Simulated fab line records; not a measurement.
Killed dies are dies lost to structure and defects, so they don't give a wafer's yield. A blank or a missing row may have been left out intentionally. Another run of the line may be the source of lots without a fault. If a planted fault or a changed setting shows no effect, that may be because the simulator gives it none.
Comparing a struck lot with a sound one    flow gf180mcu    20 out of 602 route steps
Sound: the wafers L927.2, L927.3, L927.4. Struck: wafers L936.3, L936.4, L936.5. The cause is given at the end.
Order at every step that has rows: each side's tool, ch and its chambers, its first start. Under that, the readings that differ: sound wafers    struck wafers    difference of the means    sigmas: that difference in standard deviations of wafers without a fault.
alike: same words and numbers on both sides, and readings whose means sit less than 2 such deviations apart. not compared: any withheld reading, any reading some wafer has no value for, any bound like >300 that may hide the same value, and any number with overlapping values for which the record gives no deviation.
The two part at a step that has a row with sigmas, a row that says differs or no value, or rows on one side only. Numbers that have no deviation but don't overlap get no sigmas and don't part them. A reading that every wafer of one side lacks parts them only if that side has two wafers or more.

first, 1 step without rows for these wafers: GF_V5_CMP_26 (polishes, stops on SiO2, t overpolish 15 s, target thk 0 nm).
GF_TOP_METAL_SPUTTER_00: material Ti, target thk 37.5 nm, time 150 s.
  sound: pvdSputter-03 at day 29 12:56; struck: pvdSputter-04 at day 31 22:35
  alike: cathodeDcPowerW, substrateTempC, throttleValvePct
then, 1 step without rows for these wafers: GF_TOP_METAL_SPUTTER_01 (material TiN, target thk 30 nm, time 25 s).
GF_TOP_METAL_SPUTTER_02: material AlCu, target thk 900 nm, time 47.82 s.
  sound: pvdSputter-03 at day 29 13:04; struck: pvdSputter-04 at day 31 22:43
  alike: cathodeDcPowerW, substrateTempC, throttleValvePct
GF_TOP_METAL_SPUTTER_03: material Ti, target thk 5 nm, time 3.3 s.
  sound: pvdSputter-03 at day 29 13:06; struck: pvdSputter-04 at day 31 22:45
  alike: cathodeDcPowerW, substrateTempC, throttleValvePct
GF_TOP_METAL_SPUTTER_04: material TiN, target thk 25 nm, time 20.8 s.
  sound: pvdSputter-03 at day 29 13:07; struck: pvdSputter-04 at day 31 22:46
  alike: cathodeDcPowerW, throttleValvePct
GF_TOP_METAL_RS_MEAS_05: measurement is done with a four-point probe.
  sound: filmMetro-02 at day 29 13:10; struck: filmMetro-01 at day 31 22:50
  alike: TOP_METAL_ALCU_RS
GF_TOP_METAL_THK_MEAS_06: measures by xrf.
  sound: filmMetro-02 at day 29 13:17; struck: filmMetro-01 at day 31 22:56
  alike: TOP_METAL_ALCU_THK
then, 4 steps without rows for these wafers: GF_TOP_METAL_DEHYDRATE_07 (time 60 s); GF_TOP_METAL_HMDS_08 (prime time 60 s); GF_TOP_METAL_COAT_09 (resist thk 1500 nm); GF_TOP_METAL_SOFTBAKE_10 (time 60 s).
GF_TOP_METAL_EXPOSE_11: exposes mask MetalTop, target cd 440 nm.
  sound on ilineStepper-01 ch 0, day 29 23:10; struck on ilineStepper-02 ch 0, day 32 07:37
  alike: mask
then, 2 steps without rows for these wafers: GF_TOP_METAL_PEB_12; GF_TOP_METAL_DEVELOP_13 (develop time 60 s).
GF_TOP_METAL_CD_MEAS_14: the cd target is 440 nm.
  sound: cdSem-02 at day 30 08:05; struck: cdSem-01 at day 32 15:15
reading    sound              struck             difference  sigmas
cdNm (nm)  439.0 439.1 439.0  379.9 364.0 393.2  -60.0       -30
GF_TOP_METAL_OVL_MEAS_15:
  sound: overlay-01 at day 30 08:11; struck: overlay-02 at day 32 15:20
  alike: TOP_METAL_OVL
GF_TOP_METAL_METAL_ETCH_16: etches the open film in Cl2/BCl3, stops on SiO2, target depth 1197 nm, time 199.5 s.
  sound on rieMetal-04 ch 0,1, day 30 08:13; struck on rieMetal-01 ch 0,1, day 32 15:26
reading                    sound              struck             difference  sigmas
model.TOP_METAL.cdNm (nm)  437.7 432.2 436.4  386.7 369.4 405.8  -48.1       
  alike: drypumpMotorCurrentA, oesProductAu, throttleValvePct
  not compared: rfHoursCounterH
GF_TOP_METAL_STRIP_17: strips in O2/N2.
  sound on plasmaAsher-01 ch 0,1, day 30 08:25; struck on plasmaAsher-01 ch 0,1, day 32 15:35
  alike: drypumpMotorCurrentA, heaterPowerW, oesProductAu, stripTimeToEndpointS
  not compared: rfHoursCounterH
GF_PASSIVATION_PROBE_99:
  the record has rows for the struck wafers here (prober-01, day 33 10:39) and none for the sound ones

== WHERE THEY PART ==
First at GF_TOP_METAL_CD_MEAS_14; last, within this record, at GF_PASSIVATION_PROBE_99.

WHY: what had been put in by the simulator
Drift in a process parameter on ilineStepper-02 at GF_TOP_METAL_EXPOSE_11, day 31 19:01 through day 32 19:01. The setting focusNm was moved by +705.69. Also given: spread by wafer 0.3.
